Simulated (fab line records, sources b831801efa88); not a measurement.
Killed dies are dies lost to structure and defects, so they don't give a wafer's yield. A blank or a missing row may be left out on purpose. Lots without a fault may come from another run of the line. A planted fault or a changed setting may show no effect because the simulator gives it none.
Which tool did it? | flow sky130 | 6 lots, 18 wafers sampled, at 3 steps of a route of 708

WHAT THE GAUGES READ, wafer by wafer
SKY_VIA4_THK_MEAS_20: measures by xrf.
lot  | measured     | on            | VIA4_W_THK (nm)
L815 | day 43 06:35 | film_metro-01 | 512 503 508
L817 | day 43 10:11 | film_metro-01 | 516 521 511
L819 | day 44 05:30 | film_metro-02 | 501 498 504
L821 | day 44 22:34 | film_metro-01 | 519 518 522
L828 | day 46 17:27 | film_metro-01 | 508 520 504
L833 | day 47 16:26 | film_metro-03 | 517 521 512

WHICH TOOL RAN EACH LOT (tool, then ch and the chambers of the sampled wafers, then the start)
lot  | SKY_RES_PROTECT_STRIP_07             | SKY_CAP2M_STRIP_14
L815 | plasma_asher-03 ch 0,1, day 15 09:59 | plasma_asher-01 ch 0,1, day 41 04:40
L817 | plasma_asher-02 ch 0,1, day 15 21:16 | plasma_asher-02 ch 0,1, day 41 08:38
L819 | plasma_asher-02 ch 0,1, day 16 20:16 | plasma_asher-04 ch 0,1, day 42 04:39
L821 | plasma_asher-03 ch 0,1, day 17 14:23 | plasma_asher-02 ch 0,1, day 42 22:38
L828 | plasma_asher-03 ch 0,1, day 20 03:42 | plasma_asher-04 ch 0,1, day 44 20:58
L833 | plasma_asher-02 ch 0,1, day 21 19:10 | plasma_asher-01 ch 0,1, day 45 21:38
- SKY_RES_PROTECT_STRIP_07: strips in O2/N2.
- SKY_CAP2M_STRIP_14: strips in O2/N2.

THE ANSWER, worked out from the rows above alone
Rule: what is usual is taken from the lots themselves. Put in order of their means at a reading, lots are off if they are a third of the lots or fewer, leave a main group of 4 or more, and stand apart from it by a gap of 3 or more times the standard deviation of the main group's means; of several such gaps the widest counts. A main group whose means are all the same, to the digits that the tables above print for the reading, isn't used. A lot without any number at a reading at which 4 lots or more have one is off too. The other lots that the step has rows for count as sound.
No lot is off at any reading shown: from this, nothing can be told.

WHAT THE SIMULATOR HAD PUT IN
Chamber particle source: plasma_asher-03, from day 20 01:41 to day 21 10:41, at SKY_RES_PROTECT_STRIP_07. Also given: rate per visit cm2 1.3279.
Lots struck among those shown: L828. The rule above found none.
